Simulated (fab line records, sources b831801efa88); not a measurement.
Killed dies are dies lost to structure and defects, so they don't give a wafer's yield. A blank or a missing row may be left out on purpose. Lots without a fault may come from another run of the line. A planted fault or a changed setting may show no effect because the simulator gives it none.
One fault seen from 2 desks | flow sky130 | each desk has only its own numbers; what lay behind them comes last

THE TOOL OWNER'S DESK: pvd_sputter-03
The tool's own readings at SKY_VIA1_SPUTTER_20 (material TiN, target thk 20 nm, time 80 s): means of the sampled wafers that have a number, for each lot that ran on this tool. A lot is out of limits, marked OUT, if its mean lies more than 4 standard deviations from the usual mean; the brackets give that distance.
Columns: A = throttle_valve_pct at SKY_VIA1_SPUTTER_20, usual 29.9 %
lot  | first seen here | A
L616 | day 34 21:43    | 29.6
L625 | day 37 11:21    | 29.5
L626 | day 37 20:03    | 28.8
L635 | day 40 04:45    | 29.3
This desk's finding: nothing out of limits on any of the 4 lots.

THE METROLOGY DESK
What the gauges read, lot by lot, whatever tool the lot ran on: means of the sampled wafers that have a number. A lot is out of limits, marked OUT, if its mean lies more than 4 standard deviations from the usual mean; the brackets give that distance.
Columns: A = cd_nm at SKY_VIA1_CD_MEAS_12, usual 150.0 nm; B = VIA1_OVL at SKY_VIA1_OVL_MEAS_13, usual -3 nm
lot  | first seen here | A     | B
L616 | day 34 20:52    | 147.0 | -1
L625 | day 37 10:32    | 149.2 | -6
L626 | day 37 19:11    | 148.9 | -2
L628 | day 38 07:37    | 151.5 | 4
L630 | day 39 02:40    | 151.8 | 7
L635 | day 40 03:58    | 152.4 | -1
This desk's finding: nothing out of limits on any of the 6 lots.

PUT TOGETHER
The tool owner's desk saw nothing out of limits.
The metrology desk saw nothing out of limits.

WHAT THE SIMULATOR HAD PUT IN
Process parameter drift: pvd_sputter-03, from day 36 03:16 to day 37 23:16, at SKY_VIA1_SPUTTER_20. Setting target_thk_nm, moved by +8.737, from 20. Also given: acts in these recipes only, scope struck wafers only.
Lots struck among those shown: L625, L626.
